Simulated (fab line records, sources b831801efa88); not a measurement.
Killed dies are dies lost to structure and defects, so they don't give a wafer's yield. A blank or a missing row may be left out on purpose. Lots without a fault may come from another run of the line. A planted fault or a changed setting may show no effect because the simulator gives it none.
Problem report in the 8D (eight disciplines) form, filled by code | flow sky130 | the parts of the form that need people (team, actions taken, sign-off) are left out

1. THE PROBLEM
GATE_OXIDE_OXIDATION_00_THK at SKY_GATE_OXIDE_THK_MEAS_02 reads a mean of 11.36 nm on 6 wafers of 2 lots; wafers without a fault read 10.28 nm with a standard deviation of 0.15. That is +7.2 standard deviations from the usual mean.
First seen on wafer L932.1, day 19 07:37, on film_metro-03. The record holds 42 wafers of 14 lots with a number at this step. Rule for "out", or "out of limits": more than 4 standard deviations from the usual mean. The other wafers with a number count as sound.

2. WHAT IT IS AND WHAT IT IS NOT
question                    | is                           | is not
which readings at this step | GATE_OXIDE_OXIDATION_00_THK  | -
which lots                  | L932, L934                   | L913, L914, L915, L917, L918, L919, L920, L921, L922, L926, L928, L936
which wafers of those lots  | all that have a number       | -
read on which gauges        | film_metro-01, film_metro-03 | film_metro-02
when                        | from day 19 07:37            | up to then (33 sound wafers); but 3 sound wafers of L936 came after

3. SUSPECTS, AND WHAT RULES EACH OUT
Counting: a tool at a process step up to the reading stays a suspect if it ran every lot that is out and no sound lot after the first of them.
- the gauge at SKY_GATE_OXIDE_THK_MEAS_02: ruled out. The wafers that are out were read on 2 gauges (film_metro-01, film_metro-03).
- furnace-02 at SKY_GATE_OXIDE_OXIDATION_01 (stabilise 600 s, purge 300 s, target thk 10.268 nm): kept. It ran every lot that is out, first L932 (day 19 06:13), and no sound lot after that; its last sound lot up to then is L928 (day 17 12:57). Its own readings are out on those wafers: spike_tc_centre_C, spike_tc_lower_C, spike_tc_upper_C, tube_center_temp_C, tube_center_temp_C_max.
Left after counting: furnace-02 at SKY_GATE_OXIDE_OXIDATION_01.

4. THE CAUSE (what the simulator had put in)
Process parameter drift: furnace-02, from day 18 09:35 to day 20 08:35, at SKY_GATE_OXIDE_OXIDATION_01. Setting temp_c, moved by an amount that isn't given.
Counting left only this tool.

5. THE CHAIN OF EFFECTS, in route order
Each row: a reading whose mean over the struck wafers that have a number lies more than 3 standard deviations from the usual. Only readings for which the record gives a usual standard deviation are gone through. hours: the time from each lot's start at the first step in this table that gives one to its start at this step, as a median over the lots. sigmas: the change in usual standard deviations.
hours | step                        | reading                     | usual    | on struck wafers | change | sigmas
0     | SKY_GATE_OXIDE_OXIDATION_01 | spike_tc_bottom_C           | 920.2 C  | 930.1            | +9.9   | +4.3
0     | SKY_GATE_OXIDE_OXIDATION_01 | spike_tc_centre_C           | 899.0 C  | 907.1            | +8.1   | +7.4
0     | SKY_GATE_OXIDE_OXIDATION_01 | spike_tc_lower_C            | 900.2 C  | 908.9            | +8.7   | +6.2
0     | SKY_GATE_OXIDE_OXIDATION_01 | spike_tc_upper_C            | 901.5 C  | 910.0            | +8.5   | +8.5
0     | SKY_GATE_OXIDE_OXIDATION_01 | tube_center_temp_C          | 900 C    | 908              | +8     | +99 or more
0     | SKY_GATE_OXIDE_OXIDATION_01 | tube_center_temp_C_max      | 902.3    | 910.5            | +8.2   | +23
1     | SKY_GATE_OXIDE_THK_MEAS_02  | GATE_OXIDE_OXIDATION_00_THK | 10.28 nm | 11.36            | +1.08  | +7.2
The process steps in it:
- SKY_GATE_OXIDE_OXIDATION_01: stabilise 600 s, purge 300 s, target thk 10.268 nm.

6. WHAT WOULD HAVE CAUGHT IT SOONER
In this record the first reading out of limits at a measuring or inspecting step was taken at day 19 07:37, 22 hours after the fault began at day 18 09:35.
The tool's own readings at SKY_GATE_OXIDE_OXIDATION_01 were out on every struck wafer that the step has a row for (spike_tc_centre_C, spike_tc_lower_C, spike_tc_upper_C, tube_center_temp_C, tube_center_temp_C_max): an alarm limit on them would have fired on the first of those.
Of the lots that are out (2), L934 began SKY_GATE_OXIDE_OXIDATION_01 on furnace-02 after day 19 07:37. A hold on the tool at that time would have spared it.
